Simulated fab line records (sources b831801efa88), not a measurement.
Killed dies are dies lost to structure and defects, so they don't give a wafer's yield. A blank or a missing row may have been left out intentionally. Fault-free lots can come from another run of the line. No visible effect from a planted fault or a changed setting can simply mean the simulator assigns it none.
Struck lot and sound lot, side by side    flow sky130    26 steps out of a route of 708
Sound: the wafers L267.2, L267.3, L267.4. Wafers struck: L280.4, L280.5, L280.6. The cause is named last.
At each step with rows: each side's tool, then ch and its chambers, then its first start. Under that, the readings that differ: sound wafers    struck wafers    difference of the means    sigmas: that difference in standard deviations of wafers without a fault.
alike: readings whose means differ by less than 2 such deviations, and words and numbers that are the same on both sides. not compared: withheld readings, readings that some wafer has no value for, bounds like >300 that may hide the same value, and numbers for which the record gives no deviation and whose values overlap.
Wherever a step has rows on one side only, a row that says differs or no value, or a row with sigmas, the two part there. When numbers do not overlap yet have no deviation, they are printed without sigmas and do not part them. A reading that every wafer of one side lacks parts them only if that side has two wafers or more.

first, 1 step without rows for these wafers: SKY_LDD_P_IMPLANT_09.
SKY_LDD_P_STRIP_10: strips in O2/N2.
  sound on plasma asher-02 ch 0,1, day 19 04:42; struck on plasma asher-04 ch 0,1, day 24 05:16
  alike: chamber pressure mTorr, drypump motor current A, oes product au, strip time to endpoint s
  not compared: rf hours counter h
SKY_LDD_P_TW_MEAS_11:
  struck on film metro-04, day 24 05:22; sound on film metro-04, day 19 04:49
  alike: LDD_P_TW
then, 7 steps without rows for these wafers: SKY_LDD_HVN_DEHYDRATE_00 (time 60 s); SKY_LDD_HVN_HMDS_01 (prime time 60 s); SKY_LDD_HVN_COAT_02 (resist thk 300 nm); SKY_LDD_HVN_SOFTBAKE_03 (time 60 s); SKY_LDD_HVN_EXPOSE_04 (exposes mask HVNTM, target cd 700 nm); SKY_LDD_HVN_PEB_05; SKY_LDD_HVN_DEVELOP_06 (develop time 60 s).
SKY_LDD_HVN_OVL_MEAS_07:
  struck on overlay-01, day 25 10:25; sound on overlay-01, day 20 12:28
  alike: LDD_HVN_OVL
next, for these wafers, 1 step has no rows: SKY_LDD_HVN_IMPLANT_08.
SKY_LDD_HVN_STRIP_09: strips in O2/N2.
  sound on plasma asher-04 ch 0,1, day 20 12:39; struck on plasma asher-04 ch 0,1, day 25 10:37
  no value came back on the struck wafers for chamber pressure mTorr (mTorr), drypump motor current A (A), oes product au (a.u.), strip time to endpoint s (s); on the sound wafers chamber pressure mTorr (mTorr) reads 1499.2 1496.4 1499.3
reading                                       sound  struck             difference  sigmas
model.NOVOLAK_of_LDD_HVN_COAT_02.thk nm (nm)  0 0 0  301.1 301.3 300.5  +301.0      
  not compared: rf hours counter h
SKY_LDD_HVN_TW_MEAS_10:
  struck on film metro-02, day 25 10:43; sound on film metro-02, day 20 12:46
  alike: LDD_HVN_TW
then, 7 steps without rows for these wafers: SKY_LDD_HVP_DEHYDRATE_00 (time 60 s); SKY_LDD_HVP_HMDS_01 (prime time 60 s); SKY_LDD_HVP_COAT_02 (resist thk 300 nm); SKY_LDD_HVP_SOFTBAKE_03 (time 60 s); SKY_LDD_HVP_EXPOSE_04 (exposes mask HVPTM, target cd 700 nm); SKY_LDD_HVP_PEB_05; SKY_LDD_HVP_DEVELOP_06 (develop time 60 s).
SKY_LDD_HVP_OVL_MEAS_07:
  struck on overlay-02, day 26 16:16; sound on overlay-02, day 21 22:53
  alike: LDD_HVP_OVL
next, for these wafers, 1 step has no rows: SKY_LDD_HVP_IMPLANT_08.
SKY_LDD_HVP_STRIP_09: strips in O2/N2.
  sound on plasma asher-03 ch 0,1, day 21 23:04; struck on plasma asher-02 ch 0,1, day 26 16:28
reading                       sound              struck             difference  sigmas
oes product au (a.u.)         0.406 0.404 0.410  0.600 0.611 0.611  +0.201      +45
strip time to endpoint s (s)  4.112 4.146 4.149  8.955 8.984 8.969  +4.834      +99 or more
  alike: chamber pressure mTorr, drypump motor current A
  not compared: rf hours counter h
SKY_LDD_HVP_TW_MEAS_10:
  struck on film metro-04, day 26 16:34; sound on film metro-04, day 21 23:10
reading     sound              struck          difference  sigmas
LDD_HVP_TW  456.5 458.3 456.7  30.0 29.8 29.8  -427.3      -99 or more
then, 1 step without rows for these wafers: SKY_LDD_LDN_DEHYDRATE_00 (time 60 s).

WHERE THEY PART
Last at SKY_LDD_HVP_TW_MEAS_10 as far as this record goes, first at SKY_LDD_HVN_STRIP_09.

WHY: the cause the simulator had injected
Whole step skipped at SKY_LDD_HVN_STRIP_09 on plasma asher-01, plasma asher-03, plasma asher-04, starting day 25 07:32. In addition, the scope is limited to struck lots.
